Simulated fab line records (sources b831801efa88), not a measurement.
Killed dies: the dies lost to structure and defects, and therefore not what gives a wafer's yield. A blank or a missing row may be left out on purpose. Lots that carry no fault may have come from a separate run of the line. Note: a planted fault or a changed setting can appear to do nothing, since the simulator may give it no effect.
fab line records    flow sky130
record lots=12  wafers=34  last-day=50
route steps=708 shown FIELD_ISO@24 PWDE@55 SONOS_ONO@169 POLY_CUT@317 PAD_OPEN@708
lots untouched by any fault: they come from a run of this same line in which no faults occurred
start-h: hours from the record's first day to the start of the lot's first wafer shown    wait-h: hours since the lot's step before    " repeats the value in the row above    L1.1+2: a row that stands for several wafers    - no value, or no start given    * or withheld: withheld    < > ~ a bound
route shown NAME@n: a module of which the file shows steps, and the number in the route of the first    usual: average and standard deviation across the fault-free wafers    same: alike in all rows    chamber/n: place in a boat    sites: per-site readings    _std_site: how widely they spread, as a standard deviation    _edge_site: outer sites' mean less inner sites'    radius-mm: for every site, how far away it sits from the centre of the wafer    mask NAME#n: copy n    behind: the tool/chamber that last shaped the wafer    hold: why the lot went on hold/how many hours it stayed there/how the hold came to an end    device: transistor that didn't switch, given as n, p or np    end of line: the tests these same wafers got at the end of their route    a step given without rows: its recipe and nothing more    killed: count of dies lost to structure and defects at first sort (not the wafer's yield)    map: a wafer's dies, marking killed ones x, the rest . and places with no die _
set.NAME: the setting that was run; set.NAME@STEP: the one run at that earlier step    model.NAME: the simulator's own value behind a step, which no gauge read
steps of the route over a sample of lots; a table a step, a row a wafer
services: a tool's chamber out of use, with start hour (start-h, from the record's first day; less than 0 if before it), hours out, and reason
## steps
# step SKY_FIELD_ISO_THK_MEAS_23
# recipe reads=SiO2_of_FIELD_ISO_OXIDATION_22
# usual FIELD_ISO_OXIDATION_01_THK=9.87/0.2
lot.wafer  tool           chamber  start-h  wait-h  FIELD_ISO_OXIDATION_01_THK[nm]
L278.2     film-metro-01  -        34.21    0.0     9.76
L278.3     "              -        "        "       9.74
L278.6     "              -        "        "       9.74
L281.2     film-metro-01  -        48.10    0.0     9.70
L281.5     "              -        "        "       9.80
L281.6     "              -        "        "       9.66
L282.4     film-metro-04  -        52.31    0.0     9.55
L282.5     "              -        "        "       9.46
L282.6     "              -        "        "       9.39
L283.1     film-metro-04  -        69.09    0.0     9.91
L283.2     "              -        "        "       9.91
L283.3     "              -        "        "       10.16
L286.3     film-metro-01  -        74.91    0.0     10.26
L286.4     "              -        "        "       10.20
L287.4     film-metro-01  -        80.28    0.0     9.73
L287.6     "              -        "        "       9.62
L294.1     film-metro-01  -        115.75   0.0     10.03
L294.2     "              -        "        "       10.23
L294.3     "              -        "        "       10.16
L295.1     film-metro-04  -        118.43   0.0     9.72
L295.2     "              -        "        "       9.70
L295.4     "              -        "        "       9.82
L298.3     film-metro-04  -        136.95   0.0     9.64
L298.4     "              -        "        "       9.78
L298.6     "              -        "        "       9.70
L299.2     film-metro-02  -        140.72   0.0     9.97
L299.4     "              -        "        "       10.10
L299.6     "              -        "        "       9.87
L300.1     film-metro-04  -        144.96   0.0     9.79
L300.2     "              -        "        "       9.91
L300.4     "              -        "        "       9.90
L301.2     film-metro-04  -        150.67   0.0     10.04
L301.3     "              -        "        "       10.04
L301.4     "              -        "        "       10.01
# step SKY_PWDE_TW_MEAS_10
# usual PWDE_TW=373/3.5
lot.wafer  tool           chamber  start-h  wait-h  PWDE_TW
L278.2     film-metro-04  -        74.81    0.1     375
L278.3     "              -        "        "       377
L278.6     "              -        "        "       379
L281.2     film-metro-02  -        85.56    0.1     372
L281.5     "              -        "        "       371
L281.6     "              -        "        "       373
L282.4     film-metro-04  -        102.70   0.1     379
L282.5     "              -        "        "       378
L282.6     "              -        "        "       378
L283.1     film-metro-03  -        110.12   0.1     371
L283.2     "              -        "        "       370
L283.3     "              -        "        "       369
L286.3     film-metro-03  -        114.32   0.1     369
L286.4     "              -        "        "       370
L287.4     film-metro-04  -        120.15   0.1     377
L287.6     "              -        "        "       376
L294.1     film-metro-04  -        160.45   0.1     375
L294.2     "              -        "        "       378
L294.3     "              -        "        "       376
L295.1     film-metro-04  -        163.90   0.1     377
L295.2     "              -        "        "       377
L295.4     "              -        "        "       378
L298.3     film-metro-04  -        183.29   0.1     375
L298.4     "              -        "        "       375
L298.6     "              -        "        "       375
L299.2     film-metro-02  -        187.56   0.1     378
L299.4     "              -        "        "       376
L299.6     "              -        "        "       376
L300.1     film-metro-04  -        190.27   0.1     373
L300.2     "              -        "        "       373
L300.4     "              -        "        "       376
L301.2     film-metro-03  -        197.73   0.1     370
L301.3     "              -        "        "       372
L301.4     "              -        "        "       372
# step SKY_SONOS_ONO_THK_MEAS_01
# recipe reads=SiO2_of_SONOS_ONO_OXIDATION_00
# usual SONOS_ONO_OXIDATION_THK=2.61/0.059
lot.wafer  tool           chamber  start-h  wait-h  SONOS_ONO_OXIDATION_THK[nm]
L278.2     film-metro-02  -        258.36   0.0     2.71
L278.3     "              -        "        "       2.66
L278.6     "              -        "        "       2.65
L281.2     film-metro-02  -        277.67   0.1     2.59
L281.5     "              -        "        "       2.59
L281.6     "              -        "        "       2.64
L282.4     film-metro-01  -        297.44   0.0     2.66
L282.5     "              -        "        "       2.66
L282.6     "              -        "        "       2.70
L283.1     film-metro-04  -        309.73   0.0     2.60
L283.2     "              -        "        "       2.54
L283.3     "              -        "        "       2.53
L286.3     film-metro-04  -        315.43   0.0     2.59
L286.4     "              -        "        "       2.57
L287.4     film-metro-02  -        321.89   0.0     2.50
L287.6     "              -        "        "       2.52
L294.1     film-metro-04  -        377.63   0.0     2.62
L294.2     "              -        "        "       2.59
L294.3     "              -        "        "       2.58
L295.1     film-metro-04  -        381.74   0.0     2.59
L295.2     "              -        "        "       2.60
L295.4     "              -        "        "       2.55
L298.3     film-metro-04  -        409.41   0.0     2.71
L298.4     "              -        "        "       2.62
L298.6     "              -        "        "       2.73
L299.2     film-metro-04  -        416.95   0.0     2.66
L299.4     "              -        "        "       2.64
L299.6     "              -        "        "       2.67
L300.1     film-metro-04  -        421.50   0.0     2.63
L300.2     "              -        "        "       2.67
L300.4     "              -        "        "       2.68
L301.2     film-metro-04  -        430.71   0.0     2.64
L301.3     "              -        "        "       2.64
L301.4     "              -        "        "       2.65
# step SKY_POLY_CUT_ETCH_10
# recipe chemistry=N2/H2  target=BARC  ion-energy-ev=200  source-w=500  bias-w=100  pressure-mtorr=30  n2-flow-sccm=100  h2-flow-sccm=200  stop-on=SiO2  time-s=45.9  target-depth-a=600
# usual chamber-pressure-mTorr=30.001/0.025  drypump-motor-current-A=5.9/0.44  oes-product-au=0.855/0.0044  run-length-s=74.2/0.55  throttle-valve-pct=13.226/0.0092
lot.wafer  tool         chamber  start-h  wait-h  chamber-pressure-mTorr  drypump-motor-current-A  oes-product-au  rf-hours-counter-h  run-length-s  throttle-valve-pct
L278.2     rie-diel-02  2        576.83   0.0     29.988                  5.2                      0.851           3                   74.5          13.233
L278.3     "            1        "        "       30.013                  5.0                      0.858           5                   73.4          13.212
L278.6     "            1        "        "       29.989                  5.0                      0.854           -                   73.9          13.224
L281.2     rie-diel-04  3        594.30   0.0     30.018                  5.9                      0.848           10                  74.5          13.224
L281.5     "            1        "        "       30.003                  6.0                      0.852           -                   74.5          13.235
L281.6     "            3        "        "       30.016                  5.9                      0.864           -                   74.6          13.217
L282.4     rie-diel-04  0        607.28   0.0     29.991                  6.6                      0.852           12                  73.7          13.235
L282.5     "            3        "        "       29.996                  5.9                      0.852           -                   74.5          13.231
L282.6     "            0        "        "       29.952                  6.6                      0.855           -                   73.8          13.214
L283.1     rie-diel-04  2        627.64   0.0     30.055                  5.6                      0.861           8                   73.3          13.213
L283.2     "            3        "        "       30.017                  5.9                      0.999           11                  62.4          13.231
L283.3     "            1        "        "       30.008                  6.0                      0.857           14                  74.7          13.219
L286.3     rie-diel-04  1        630.25   0.0     29.965                  6.0                      0.853           14                  74.9          13.225
L286.4     "            2        "        "       29.955                  5.6                      0.999           8                   61.6          13.229
L287.4     rie-diel-04  3        635.78   0.0     29.968                  5.9                      1.000           11                  62.6          13.239
L287.6     "            2        "        "       30.044                  5.6                      0.859           -                   73.2          13.231
L294.1     rie-diel-03  0        694.30   0.0     30.023                  5.5                      0.855           3                   74.8          13.233
L294.2     "            3        "        "       29.990                  6.2                      0.858           2                   74.2          13.222
L294.3     "            2        "        "       30.026                  5.7                      0.851           5                   73.4          13.229
L295.1     rie-diel-03  3        702.13   0.0     29.985                  6.2                      0.860           2                   74.5          13.231
L295.2     "            2        "        "       29.999                  5.7                      0.854           5                   73.6          13.224
L295.4     "            0        "        "       30.028                  5.5                      0.858           3                   74.2          13.242
L298.3     rie-diel-04  1        722.98   0.0     29.982                  6.0                      0.863           16                  74.6          13.211
L298.4     "            2        "        "       29.969                  5.6                      0.854           10                  73.4          13.231
L298.6     "            2        "        "       30.057                  5.6                      0.858           -                   73.5          13.236
L299.2     rie-diel-03  3        730.53   0.0     30.009                  6.2                      0.851           3                   74.4          13.212
L299.4     "            0        "        "       30.012                  5.5                      0.847           4                   74.2          13.211
L299.6     "            2        "        "       29.987                  5.8                      0.849           -                   73.4          13.228
L300.1     rie-diel-02  3        733.58   0.0     30.004                  6.2                      0.862           9                   75.1          13.216
L300.2     "            2        "        "       30.033                  5.2                      0.851           6                   74.5          13.229
L300.4     "            0        "        "       30.056                  6.2                      0.853           34                  74.9          13.224
L301.2     rie-diel-04  3        741.63   0.0     30.015                  5.9                      0.851           13                  74.3          13.219
L301.3     "            2        "        "       29.965                  5.6                      0.850           10                  73.5          13.226
L301.4     "            0        "        "       29.983                  6.6                      0.853           15                  73.7          13.244
# step SKY_POLY_CUT_STRIP_12
# recipe chemistry=O2/N2  power-w=1400  pressure-mtorr=1500  platen-temp-c=withheld  o2-flow-sccm=3000  n2-flow-sccm=300  overash-fraction=0.5
# usual chamber-pressure-mTorr=1499/6.9  drypump-motor-current-A=5.90/0.22  oes-product-au=0.452/0.0043  strip-time-to-endpoint-s=5.358/0.016
lot.wafer  tool             chamber  start-h  wait-h  chamber-pressure-mTorr  drypump-motor-current-A  oes-product-au  rf-hours-counter-h  strip-time-to-endpoint-s
L278.2     plasma-asher-04  1        576.92   0.0     1503                    6.34                     0.449           76                  5.358
L278.3     "                1        "        "       1498                    6.31                     0.446           -                   5.373
L278.6     "                1        "        "       1501                    6.32                     0.456           -                   5.364
L281.2     plasma-asher-02  0        594.43   0.0     1501                    5.81                     0.450           92                  5.337
L281.5     "                1        "        "       1500                    5.87                     0.454           -                   5.360
L281.6     "                0        "        "       1498                    5.82                     0.452           -                   5.337
L282.4     plasma-asher-04  1        607.40   0.1     1499                    6.35                     0.456           -                   5.378
L282.5     "                0        "        "       1500                    5.77                     0.453           -                   5.380
L282.6     "                1        "        "       1501                    6.34                     0.455           -                   5.362
L283.1     plasma-asher-04  0        627.73   0.0     1499                    5.73                     0.451           81                  5.368
L283.2     "                1        "        "       1500                    6.36                     0.453           81                  5.457
L283.3     "                1        "        "       1500                    6.35                     0.453           -                   5.377
L286.3     plasma-asher-04  0        630.37   0.1     1501                    5.77                     0.451           -                   5.372
L286.4     "                1        "        "       1500                    6.36                     0.452           -                   5.445
L287.4     plasma-asher-03  1        635.90   0.1     1499                    5.86                     0.460           -                   5.419
L287.6     "                1        "        "       1499                    5.84                     0.453           -                   5.376
L294.1     plasma-asher-03  0        694.39   0.0     1500                    5.69                     0.450           51                  5.348
L294.2     "                1        "        "       1500                    5.86                     0.453           51                  5.346
L294.3     "                0        "        "       1501                    5.69                     0.451           -                   5.347
L295.1     plasma-asher-04  1        702.22   0.0     1500                    6.32                     0.454           88                  5.355
L295.2     "                0        "        "       1501                    5.70                     0.457           88                  5.342
L295.4     "                1        "        "       1499                    6.34                     0.454           -                   5.349
L298.3     plasma-asher-03  1        723.10   0.1     1501                    5.85                     0.454           -                   5.363
L298.4     "                0        "        "       1498                    5.71                     0.445           -                   5.365
L298.6     "                1        "        "       1499                    5.83                     0.452           -                   5.342
L299.2     plasma-asher-04  0        730.62   0.0     1500                    5.72                     0.454           91                  5.326
L299.4     "                0        "        "       1503                    5.75                     0.451           -                   5.350
L299.6     "                0        "        "       1501                    5.76                     0.449           -                   5.345
L300.1     plasma-asher-02  0        733.67   0.0     1500                    5.83                     0.461           106                 5.347
L300.2     "                1        "        "       1499                    5.87                     0.455           106                 5.339
L300.4     "                0        "        "       1499                    5.81                     0.452           -                   5.319
L301.2     plasma-asher-03  1        741.75   0.1     1502                    5.85                     0.449           55                  5.348
L301.3     "                0        "        "       1499                    5.76                     0.442           -                   5.334
L301.4     "                1        "        "       1500                    5.82                     0.463           -                   5.319
# step SKY_PAD_OPEN_PROBE_99
# usual killed_at_M0_to_M3=43/6.8  killed_at_M4_up=3.0/1.6  killed-at-contacts=25/6  killed-at-front-end=15/4.4  killed-at-other=0.3/0.52  killed-dies=86/9.6  killed-open=47/6.7  killed-short=39/6.8
# same gross-dies=492  killed-at-back-side=0
lot.wafer  tool       chamber  start-h  wait-h  killed_at_M0_to_M3  killed_at_M4_up  killed-at-contacts  killed-at-front-end  killed-at-other  killed-dies  killed-open  killed-short
L283.1     prober-02  -        1126.81  0.1     34                  3                25                  20                   0                82           51           31
L283.2     prober-02  -        1126.86  0.1     45                  1                28                  32                   0                106          58           33
L283.3     prober-02  -        1126.91  0.2     35                  3                29                  19                   0                86           48           38
L286.3     prober-02  -        1128.41  0.2     43                  3                25                  22                   0                93           53           39
L286.4     prober-02  -        1128.46  0.2     49                  4                21                  18                   0                92           36           48
L287.4     prober-01  -        1130.14  0.2     49                  3                21                  24                   0                97           39           47
L287.6     prober-01  -        1130.24  0.2     37                  4                24                  11                   0                76           47           29
# killed by level:class
L283.1 VIA1:geometric-particle:open=14 CONTACT:geometric-particle:open=10 LI_CONTACT:geometric-particle:open=9 FIELD_ISO:geometric-particle:open=7 POLY_GATE:geometric-particle:short=6 FIELD_ISO:geometric-particle:short=5 VIA2:geometric-particle:open=5 CONTACT:geometric-particle:short=4
L283.2 POLY_CUT:area-etch=15 VIA1:geometric-particle:open=12 CONTACT:geometric-particle:open=10 FIELD_ISO:geometric-particle:open=9 LI_CONTACT:geometric-particle:open=9 VIA3:geometric-particle:open=7 VIA2:geometric-particle:open=6 VIA1:geometric-particle:short=6
L283.3 CONTACT:geometric-particle:open=11 VIA2:geometric-particle:open=7 METAL1:geometric-particle:short=6 LI_CONTACT:geometric-particle:open=6 FIELD_ISO:geometric-particle:open=5 CONTACT:geometric-particle:short=5 VIA3:geometric-particle:open=5 FIELD_ISO:geometric-particle:short=4
L286.3 CONTACT:geometric-particle:open=10 VIA1:geometric-particle:open=9 VIA2:geometric-particle:open=9 METAL2:geometric-particle:short=7 FIELD_ISO:geometric-particle:open=6 POLY_GATE:geometric-particle:open=6 POLY_GATE:geometric-particle:short=5 LI_CONTACT:geometric-particle:open=5
L286.4 VIA1:geometric-particle:open=9 VIA3:geometric-particle:open=7 VIA2:geometric-particle:short=7 LOCAL_INTERCONNECT:geometric-particle:short=7 POLY_CUT:area-etch=7 VIA1:geometric-particle:short=6 CONTACT:geometric-particle:open=6 FIELD_ISO:geometric-particle:short=5
L287.4 POLY_CUT:area-etch=11 METAL2:geometric-particle:short=10 VIA1:geometric-particle:open=9 CONTACT:geometric-particle:open=8 CONTACT:geometric-particle:short=5 METAL1:geometric-particle:short=5 FIELD_ISO:geometric-particle:short=4 POLY_GATE:geometric-particle:short=4
L287.6 LI_CONTACT:geometric-particle:open=10 VIA1:geometric-particle:open=9 VIA3:geometric-particle:open=8 POLY_GATE:geometric-particle:open=5 LI_CONTACT:geometric-particle:short=5 CONTACT:geometric-particle:open=5 METAL3:geometric-particle:short=5 METAL4:geometric-particle:short=4
## services
tool             chamber  start-h  hours  kind
plasma-asher-03  -        552.93   14.6   pm
rie-diel-02      2        566.14   1.9    repair
rie-diel-04      1        578.32   5.0    repair
rie-diel-04      2        583.72   14.6   repair
rie-diel-03      0        589.15   3.6    repair
rie-diel-04      0        592.23   4.2    repair
rie-diel-03      3        597.35   -      clean
rie-diel-03      3        597.35   22.1   scheduled-down
rie-diel-03      3        597.35   22.1   vent-cycle
plasma-asher-04  -        612.49   0.4    repair
rie-diel-03      0        659.65   18.1   repair
plasma-asher-02  -        733.77   9.0    pm
plasma-asher-02  0        733.77   9.0    vent-cycle
plasma-asher-02  1        733.77   9.0    vent-cycle
## key
first-sign step=SKY_POLY_CUT_ETCH_10  reading=oes-product-au  direction=up  sigmas=33  usual=0.855  struck=0.999
effect step=SKY_POLY_CUT_ETCH_10  reading=run-length-s  direction=down  sigmas=22  usual=*  struck=*
effect step=SKY_POLY_CUT_STRIP_12  reading=strip-time-to-endpoint-s  direction=up  sigmas=5.3  usual=*  struck=*
effect step=SKY_PAD_OPEN_PROBE_99  reading=killed-at-front-end  direction=up  sigmas=2.2  usual=15  struck=25  wafers-moved=2
met-at SKY_POLY_CUT_ETCH_10
struck-lots L283,L286,L287
struck-wafers L283.2,L286.4,L287.4
tester-left-out L283,L286,L287
not-acting-at SKY_FIELD_ISO_THK_MEAS_23,SKY_PWDE_TW_MEAS_10,SKY_SONOS_ONO_THK_MEAS_01
onset-between 607.28 627.64
fault kind=process-parameter-drift  tool=rie-diel-04  chamber=-  onset-h=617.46  steps=SKY_POLY_CUT_ETCH_10  channel=time-s  offset=*  shape=step  end-h=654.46  scope=struck-wafers-only  acts-in=*  stated=*
# tester-left-out: of these lots the tester's yield and bins aren't shown, on N5 and GAA mostly nor the transistor test; their killed dies are dies lost to structure and defects alone, not to doping, threshold or leakage, so they don't give the yield
